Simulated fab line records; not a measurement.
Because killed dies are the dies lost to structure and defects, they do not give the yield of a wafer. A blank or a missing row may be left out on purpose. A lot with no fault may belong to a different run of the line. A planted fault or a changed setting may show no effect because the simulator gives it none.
Which of the tools did it? | flow sky130 | Sampling: 14 lots, 42 wafers, 3 of 708 route steps

== WHAT THE GAUGES READ, wafer by wafer ==
SKY_PWDE_TW_MEAS_10. Usual: PWDE_TW typically reads 373, with standard deviation 3.8.
lot  | measured    | on            | PWDE_TW     | flag
L191 | day 4 08:19 | film-metro-04 | 371 373 374 |
L192 | day 4 18:18 | film-metro-04 | 373 371 371 |
L193 | day 4 18:44 | film-metro-02 | 367 369 364 |
L194 | day 4 21:54 | film-metro-03 | 380 378 376 |
L195 | day 4 23:09 | film-metro-02 | 367 366 368 |
L196 | day 5 06:40 | film-metro-03 | 377 378 378 |
L197 | day 5 10:05 | film-metro-04 | 372 370 372 |
L200 | day 6 01:12 | film-metro-04 | 377 376 378 |
L204 | day 6 22:07 | film-metro-04 | 376 375 374 |
L205 | day 7 04:54 | film-metro-02 | 372 372 372 |
L208 | day 7 20:03 | film-metro-03 | 377 376 378 |
L209 | day 8 01:38 | film-metro-04 | 372 374 373 |
L211 | day 8 19:35 | film-metro-02 | 371 373 371 |
L212 | day 9 01:18 | film-metro-04 | 370 370 369 |

SKY_NWELL_TW_MEAS_15. Usual: NWELL_TW typically reads 1818, with standard deviation 20.
lot  | measured    | on            | NWELL_TW       | flag
L191 | day 5 02:16 | film-metro-02 | 1792 1794 1797 |
L192 | day 5 12:48 | film-metro-03 | 1847 1837 1839 |
L193 | day 5 12:56 | film-metro-04 | 1798 1807 1814 |
L194 | day 5 16:28 | film-metro-03 | 1829 1848 1847 |
L195 | day 5 18:07 | film-metro-03 | 1835 1850 1842 |
L196 | day 6 01:52 | film-metro-04 | 1827 1820 1822 |
L197 | day 6 05:07 | film-metro-03 | 1841 1837 1844 |
L200 | day 6 20:20 | film-metro-03 | 1844 1840 1833 |
L204 | day 7 18:25 | film-metro-02 | 1813 1803 1810 |
L205 | day 8 01:46 | film-metro-02 | 1794 1798 1806 |
L208 | day 8 17:04 | film-metro-04 | 1810 1814 1821 |
L209 | day 8 22:43 | film-metro-03 | 1822 1836 1825 |
L211 | day 9 18:07 | film-metro-04 | 1801 1792 1802 |
L212 | day 9 23:24 | film-metro-02 | 1781 1785 1787 |

== WHICH TOOL RAN EACH LOT (tool, then ch and the chambers of the sampled wafers, then the start) ==
lot  | SKY_FIELD_ISO_CMP_27
L191 | cmp-01 ch 2,3, day 2 18:25
L192 | cmp-02 ch 0,1,2, day 3 06:20
L193 | cmp-02 ch 1,3, day 3 06:38
L194 | cmp-02 ch 0,2,3, day 3 08:41
L195 | cmp-02 ch 0,1,3, day 3 11:48
L196 | cmp-02 ch 0,1,2, day 3 17:16
L197 | cmp-02 ch 0,1,2, day 3 21:18
L200 | cmp-02 ch 1,2,3, day 4 09:40
L204 | cmp-02 ch 2,3, day 5 05:13
L205 | cmp-01 ch 0,2,3, day 5 13:26
L208 | cmp-01 ch 2,3, day 6 03:16
L209 | cmp-02 ch 2,3, day 6 07:07
L211 | cmp-02 ch 1,2,3, day 6 21:48
L212 | cmp-01 ch 2,3, day 7 04:19
- SKY_FIELD_ISO_CMP_27: polishes, stops on Si3N4, t overpolish 16 s, target thk 457.8 nm.

== AS READ BY THE TOOLS THEMSELVES (means over the sampled wafers that have a number; for cases with no such wafer, the mark the record gives instead) ==
SKY_FIELD_ISO_CMP_27. Usual: motor-current-A 11.7 A, standard deviation 0.81; overpolish-run-s 15.999 s, standard deviation 0.0094; time-to-endpoint-s 113 s, standard deviation 3.3.
lot  | tool   | motor-current-A (A) | overpolish-run-s (s) | time-to-endpoint-s (s) | flag
L191 | cmp-01 | 11.9                | 15.998               | 116                    |
L192 | cmp-02 | 11.8                | 15.998               | 111                    |
L193 | cmp-02 | 11.3                | 15.998               | 109                    |
L194 | cmp-02 | 11.3                | 16.003               | 109                    |
L195 | cmp-02 | 11.1                | 15.999               | 113                    |
L196 | cmp-02 | 11.8                | 15.997               | 116                    |
L197 | cmp-02 | 11.9                | 15.989               | 110                    |
L200 | cmp-02 | 11.5                | 15.996               | 112                    |
L204 | cmp-02 | 10.5                | 15.992               | 113                    |
L205 | cmp-01 | 11.9                | 15.997               | 114                    |
L208 | cmp-01 | 12.3                | 16.007               | 109                    |
L209 | cmp-02 | 11.8                | 16.001               | 115                    |
L211 | cmp-02 | 11.5                | 15.997               | 120                    |
L212 | cmp-01 | 12.0                | 15.996               | 114                    |

== THE ANSWER, worked out from the rows above alone ==
Rule: lot off if the mean of its wafers having a number is beyond 3 standard deviations from the usual mean. A lot without any number at a reading at which 4 lots or more have one is off too. Any other lot the step has rows for is counted as sound. Order of review: gauges by route order, followed by the tools' own readings, for which a lot's mean as printed above is used. At the first step where some lot is off, the reading lying furthest off is the one used; lots without a number count as furthest.
No lot is off on any of the readings shown, so nothing can be concluded from this.

== WHAT WAS PUT IN BY THE SIMULATOR ==
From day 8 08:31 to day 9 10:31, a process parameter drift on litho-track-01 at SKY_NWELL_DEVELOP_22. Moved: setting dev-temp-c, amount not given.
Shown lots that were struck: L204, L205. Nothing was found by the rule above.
